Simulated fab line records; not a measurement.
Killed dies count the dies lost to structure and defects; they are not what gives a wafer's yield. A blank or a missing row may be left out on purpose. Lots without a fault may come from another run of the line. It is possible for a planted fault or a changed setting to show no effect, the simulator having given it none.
A struck lot beside a sound one	flow sky130	17 out of 708 route steps
Sound: wafers L147.1, L147.2, L147.6. Struck: wafers L154.1, L154.3, L154.6. At the end, the cause is stated.
Order at every step that has rows: each side's tool, ch and its chambers, its first start. Under that, the readings that differ: sound wafers	struck wafers	difference of the means	sigmas: that difference in standard deviations of wafers without a fault.
alike: words and numbers the same on both sides, and readings whose means are apart by under 2 such deviations; not compared: readings that were withheld, readings missing a value for some wafer, numbers with overlapping values and no deviation given by the record, and bounds like >300 which may hide the same value.
A row with sigmas, a row that says differs or no value, or rows on one side alone: a step with any of these is where the two part. When numbers do not overlap yet have no deviation, they are printed without sigmas and do not part them. A reading that every wafer of one side lacks parts them only if that side has two wafers or more.

SKY_VIA3_CMP_02: polishes SiO2.
  sound on cmp-01 ch 0,1,2, day 40 02:56; struck on cmp-02 ch 2,3, day 42 05:53
  alike: motor current A
SKY_VIA3_BOW_MEAS_03:
  struck on film metro-04, day 42 06:11; sound on film metro-04, day 40 03:11
  alike: VIA3_BOW
then, 8 steps without rows for these wafers: SKY_VIA3_DEHYDRATE_04 (time 60 s); SKY_VIA3_HMDS_05 (prime time 60 s); SKY_VIA3_COAT_06 (resist thk 60 nm); SKY_VIA3_COAT_07 (resist thk 450 nm); SKY_VIA3_SOFTBAKE_08 (time 90 s); SKY_VIA3_EXPOSE_09 (exposes mask VIM3, target cd 200 nm); SKY_VIA3_PEB_10; SKY_VIA3_DEVELOP_11 (develop time 60 s).
SKY_VIA3_CD_MEAS_12: the cd target is 200 nm.
  struck on cd sem-02, day 43 05:26; sound on cd sem-02, day 41 03:30
  alike: cd nm
SKY_VIA3_OVL_MEAS_13:
  struck on overlay-02, day 43 05:33; sound on overlay-02, day 41 03:37
  alike: VIA3_OVL
SKY_VIA3_ETCH_14: etches BARC in N2/H2, stops on SiO2, time 45.9 s, target depth 60 nm.
  sound on rie diel-03 ch 0,1,3, day 41 03:40; struck on rie diel-01 ch 0,1,2, day 43 05:35
  no value came back on the struck wafers for any of 6 readings (bias w (W), chamber pressure mTorr (mTorr) and others); on the sound wafers bias w (W) reads 100.1 100.1 100.1
reading	sound	struck	difference	sigmas
model.KrF-thick_of_VIA3_COAT_07.thk nm (nm)	395.6 394.2 394	438.2 437.6 438.8	+43.6	
  not compared: rf hours counter h
SKY_VIA3_ETCH_15: etches SiO2 in C4F8/O2/Ar, stops on TiN, target depth 507 nm, time 78 s.
  sound on rie diel-03 ch 0,1,3, day 41 03:42; struck on rie diel-01 ch 0,1,2, day 43 05:37
reading	sound	struck	difference	sigmas
oes product au (a.u.)	0.943 0.949 0.953	0.371 0.373 0.372	-0.576	-99 or more
model.KrF-thick_of_VIA3_COAT_07.thk nm (nm)	295.7 291.8 291.3	334.9 337.4 338	+43.8	
  alike: bias w, chamber pressure mTorr
  not compared: rf hours counter h
SKY_VIA3_STRIP_16: strips in O2/N2.
  sound on plasma asher-04 ch 0,1, day 41 03:46; struck on plasma asher-01 ch 1, day 43 05:41
reading	sound	struck	difference	sigmas
oes product au (a.u.)	0.405 0.408 0.393	0.425 0.417 0.427	+0.021	+4
strip time to endpoint s (s)	4.192 4.134 4.113	4.592 4.627 4.616	+0.465	+17
  alike: drypump motor current A, n2 flow sccm
  not compared: rf hours counter h
then, 1 step without rows for these wafers: SKY_VIA3_STRIP_17 (strips in post etch residue remover, time 1200 s).
-- the record jumps here: 5 days lie between the struck wafers' starts before and after (it left off in module VIA3 and takes up again in module PAD_OPEN, whose first step shown is number 708 of the route) --
SKY_PAD_OPEN_PROBE_99:
  struck on prober-01, day 48 17:27; sound on prober-02, day 47 01:34
reading	sound	struck	difference	sigmas
defect limited yield (%)	83.9 81.7 83.7	0 0 0	-83	-46
killed_at_M0_to_M3	43 37 49	448 457 451	+409	+65
killed dies	79 90 80	492 492 492	+409	+46
killed on rim	15 15 20	96 96 96	+79	+20
sort_bin_5_function (%)	11.0 10.0 8.1	93.9 92.9 91.7	+83.1	+55
sort n pass	413 402 412	0 0 0	-409	-46
sort yield pct (%)	83.9 81.7 83.7	0 0 0	-83	-46
  alike: killed_at_M4_up, killed at contacts, killed at front end, killed at other, killed open, killed short, sort_bin_3_pad_short, sort_bin_6_memory

WHERE THEY PART
Earliest at SKY_VIA3_ETCH_14; latest, in this record, at SKY_PAD_OPEN_PROBE_99.

WHY: whatever the simulator had introduced
Skipped step whole: rie diel-01, from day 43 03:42 on, at SKY_VIA3_ETCH_14. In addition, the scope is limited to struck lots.
